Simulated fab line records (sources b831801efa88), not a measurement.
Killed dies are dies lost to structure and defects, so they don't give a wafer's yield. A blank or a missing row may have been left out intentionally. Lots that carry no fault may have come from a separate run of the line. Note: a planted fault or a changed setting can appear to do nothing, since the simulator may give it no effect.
Chamber matching | flow gf180mcu | 4 sister chambers for GF_POLY_GATE_ETCH_12 on rie_diel-02
The step etches BARC in N2/H2. 22 wafers are shown with their chamber, then 11 later ones without.

EACH WAFER AND ITS CHAMBER
wafer  | chamber | drypump_motor_current_A (A) | oes_product_au (a.u.) | throttle_valve_pct (%)
L077.1 | 2       | 5.8                         | 0.734                 | 13.218
L077.5 | 1       | 5.5                         | 0.737                 | 13.221
L077.6 | 0       | 5.0                         | 0.739                 | 13.213
L082.1 | 0       | 5.0                         | 0.743                 | 13.216
L082.2 | 3       | 5.9                         | 0.739                 | 13.204
L082.3 | 2       | 5.7                         | 0.729                 | 13.225
L083.3 | 3       | 5.9                         | 0.738                 | 13.226
L083.4 | 2       | 5.8                         | 0.727                 | 13.216
L083.6 | 3       | 5.9                         | 0.737                 | 13.221
L085.2 | 0       | 5.0                         | 0.729                 | 13.195
L085.3 | 1       | 5.5                         | 0.740                 | 13.219
L085.4 | 0       | 5.0                         | 0.737                 | 13.214
L086.2 | 1       | 5.5                         | 0.728                 | 13.192
L086.3 | 2       | 5.8                         | 0.738                 | 13.202
L086.5 | 1       | 5.5                         | 0.736                 | 13.204
L087.2 | 2       | 5.8                         | 0.732                 | 13.224
L087.5 | 2       | 5.8                         | 0.737                 | 13.226
L087.6 | 1       | 5.5                         | 0.743                 | 13.216
L088.2 | 2       | 5.8                         | 0.737                 | 13.216
L088.3 | 0       | 5.0                         | 0.737                 | 13.214
L088.5 | 2       | 5.8                         | 0.727                 | 13.220
L092.3 | 1       | 5.5                         | 0.732                 | 13.222

SIGNATURES, as means of the wafers listed above
reading                 | chamber 0 | chamber 1 | chamber 2 | chamber 3 | scatter within a chamber
drypump_motor_current_A | 5.000     | 5.500     | 5.787     | 5.900     | 0.022
oes_product_au          | 0.73700   | 0.73600   | 0.73262   | 0.73800   | 0.0047
throttle_valve_pct      | 13.21040  | 13.21233  | 13.21837  | 13.21700  | 0.0097
Rule: for each reading, subtract the chamber's mean from the wafer's reading, divide by that reading's scatter and square the result; add these up over the readings and take the root, which gives the wafer's distance from the chamber. The wafer belongs to the nearest chamber; if the next one is less than 2 further off, it can't be placed. The scatter is the square root of a quotient: the sum, over the shown wafers, of each reading's squared deviation from its chamber's mean, divided by wafers minus chambers.

WAFERS MISSING THEIR CHAMBER
wafer  | drypump_motor_current_A (A) | oes_product_au (a.u.) | throttle_valve_pct (%)
L092.4 | 5.8                         | 0.735                 | 13.220
L092.6 | 5.0                         | 0.734                 | 13.220
L094.2 | 5.5                         | 0.731                 | 13.209
L094.3 | 5.8                         | 0.734                 | 13.215
L094.5 | 5.0                         | 0.734                 | 13.205
L095.1 | 5.0                         | 0.735                 | 13.221
L095.3 | 6.0                         | 0.734                 | 13.226
L095.6 | 5.0                         | 0.733                 | 13.223
L097.2 | 5.0                         | 0.732                 | 13.218
L097.3 | 5.5                         | 0.730                 | 13.210
L097.5 | 5.5                         | 0.738                 | 13.212

CHAMBER TAKEN BY EACH
wafer  | from the rows above | in truth
L092.4 | 2                   | 2
L092.6 | 0                   | 0
L094.2 | 1                   | 1
L094.3 | 2                   | 2
L094.5 | 0                   | 0
L095.1 | 0                   | 0
L095.3 | 3                   | 3
L095.6 | 0                   | 0
L097.2 | 0                   | 0
L097.3 | 1                   | 1
L097.5 | 1                   | 1
11 of 11 placed correctly. Left unplaced by these rows: 0. Number placed wrongly: 0.
